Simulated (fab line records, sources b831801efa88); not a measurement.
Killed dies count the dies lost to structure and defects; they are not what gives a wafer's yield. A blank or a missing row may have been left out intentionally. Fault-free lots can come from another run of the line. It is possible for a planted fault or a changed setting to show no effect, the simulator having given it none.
Struck lot and sound lot, side by side | flow gf180mcu | 32 out of 602 route steps
Sound: these wafers, L769.3, L769.4, L769.6. Wafers L780.1, L780.2, L780.5 were the ones struck. The cause comes at the end.
At each step with rows: each side's tool, then ch and its chambers, then its first start. Under that, the readings that differ: sound wafers | struck wafers | difference of the means | sigmas: that difference in standard deviations of wafers without a fault.
alike: readings whose means differ by less than 2 such deviations, and words and numbers that are the same on both sides. not compared: withheld readings, readings that some wafer has no value for, bounds like >300 that may hide the same value, and numbers for which the record gives no deviation and whose values overlap.
The two part at a step that has a row with sigmas, a row that says differs or no value, or rows on one side only. Numbers that don't overlap but have no deviation are shown without sigmas and don't part them. A reading that every wafer of one side lacks parts them only if that side has two wafers or more.

GF_HV_LDD_THK_MEAS_57:
  sound on film metro-03, day 13 22:10; struck on film metro-02, day 17 14:29
  reading                | sound          | struck         | difference | sigmas
  HV_LDD_CVD_56_THK (nm) | 90.3 89.7 89.5 | 91.4 91.3 92.3 | +1.8       | +2
GF_HV_LDD_ETCHBACK_58: etches Si3N4 in CH3F/O2, stops on SiO2, time 100 s, target depth 90 nm.
  sound on rie diel-04 ch 0,2,3, day 13 22:12; struck on rie diel-03 ch 0,2, day 17 14:32
  alike: drypump motor current A, oes product au, throttle valve pct
  not compared: rf hours counter h
then, 7 steps without rows for these wafers: GF_NSD_DEHYDRATE_00 (time 60 s); GF_NSD_HMDS_01 (prime time 60 s); GF_NSD_COAT_02 (resist thk 1000 nm); GF_NSD_SOFTBAKE_03 (time 60 s); GF_NSD_EXPOSE_04 (exposes mask Nplus, target cd 400 nm); GF_NSD_PEB_05; GF_NSD_DEVELOP_06 (develop time 58.04 s).
GF_NSD_CD_MEAS_07: target cd 400 nm.
  sound on cd sem-02, day 14 19:33; struck on cd sem-02, day 18 13:34
  reading    | sound             | struck            | difference | sigmas
  cd nm (nm) | 395.1 400.1 400.7 | 405.8 405.5 404.3 | +6.6       | +3
GF_NSD_OVL_MEAS_08:
  sound on overlay-02, day 14 19:39; struck on overlay-02, day 18 13:41
  alike: NSD_OVL
following that, these wafers have no rows for 1 step: GF_NSD_IMPLANT_09.
GF_NSD_IMPLANT_10:
  sound on implanter-03 ch 0, day 14 19:52; struck on implanter-03 ch 0, day 18 13:52
  reading                   | sound                | struck               | difference | sigmas
  beam energy keV           | 40.015 40.006 39.988 | 35.474 35.491 35.480 | -4.521     | -99 or more
  model.implant.rp nm (nm)  | 48.11 48.11 48.11    | 43.95 43.95 43.95    | -4.16      |
  model.implant.drp nm (nm) | 21.16 21.16 21.16    | 19.1 19.1 19.1       | -2.1       |
  alike: faraday current uA
GF_NSD_STRIP_11: strips in O2/N2.
  sound on plasma asher-02 ch 0,1, day 14 20:00; struck on plasma asher-03 ch 0,1, day 18 14:01
  reading                      | sound             | struck            | difference | sigmas
  strip time to endpoint s (s) | 23.00 23.00 23.05 | 22.77 22.79 22.77 | -0.24      | -7
  alike: drypump motor current A, heater power w, oes product au
  not compared: rf hours counter h
GF_NSD_TW_MEAS_12:
  sound on film metro-01, day 14 20:05; struck on film metro-01, day 18 14:07
  alike: NSD_TW
then, 7 steps without rows for these wafers: GF_PSD_DEHYDRATE_00 (time 60 s); GF_PSD_HMDS_01 (prime time 60 s); GF_PSD_COAT_02 (resist thk 1000 nm); GF_PSD_SOFTBAKE_03 (time 60 s); GF_PSD_EXPOSE_04 (exposes mask Pplus, target cd 400 nm); GF_PSD_PEB_05; GF_PSD_DEVELOP_06 (develop time 60 s).
GF_PSD_CD_MEAS_07: target cd 400 nm.
  sound on cd sem-02, day 15 16:40; struck on cd sem-02, day 19 14:13
  alike: cd nm
GF_PSD_OVL_MEAS_08:
  sound on overlay-02, day 15 16:45; struck on overlay-02, day 19 14:20
  alike: PSD_OVL
following that, these wafers have no rows for 1 step: GF_PSD_IMPLANT_09.
GF_PSD_STRIP_10: strips in O2/N2.
  sound on plasma asher-04 ch 0,1, day 15 16:58; struck on plasma asher-02 ch 0,1, day 19 14:32
  alike: drypump motor current A, heater power w, oes product au, strip time to endpoint s
  not compared: rf hours counter h
GF_PSD_TW_MEAS_11:
  sound on film metro-03, day 15 17:03; struck on film metro-03, day 19 14:38
  alike: PSD_TW
then, 1 step without rows for these wafers: GF_PSD_CLEAN_12 (cleans in SC1/SC2, time 150 s).
GF_PSD_RTA_13: time 20 s.
  sound on rtp anneal-02 ch 0, day 15 17:10; struck on rtp anneal-02 ch 0, day 19 14:44
  alike: lamp power pct, wafer_temp_C_max
GF_PSD_RS_MEAS_14: measurement is done with a four-point probe.
  sound on film metro-01, day 15 17:16; struck on film metro-01, day 19 14:49
  reading         | sound             | struck            | difference | sigmas
  NSD_RS (ohm/sq) | 46.09 46.15 46.23 | 46.58 46.58 46.45 | +0.38      | +4
GF_PSD_RS_MEAS_15: measurement is done with a four-point probe.
  sound on film metro-01, day 15 17:23; struck on film metro-01, day 19 14:56
  alike: PSD_RS
GF_PASSIVATION_PROBE_99:
  rows exist in the record for the sound wafers here (prober-02, day 30 07:35), none for the struck ones

## WHERE THEY PART
Earliest at GF_HV_LDD_THK_MEAS_57; latest, in this record, at GF_PASSIVATION_PROBE_99.

WHY: the cause the simulator had injected
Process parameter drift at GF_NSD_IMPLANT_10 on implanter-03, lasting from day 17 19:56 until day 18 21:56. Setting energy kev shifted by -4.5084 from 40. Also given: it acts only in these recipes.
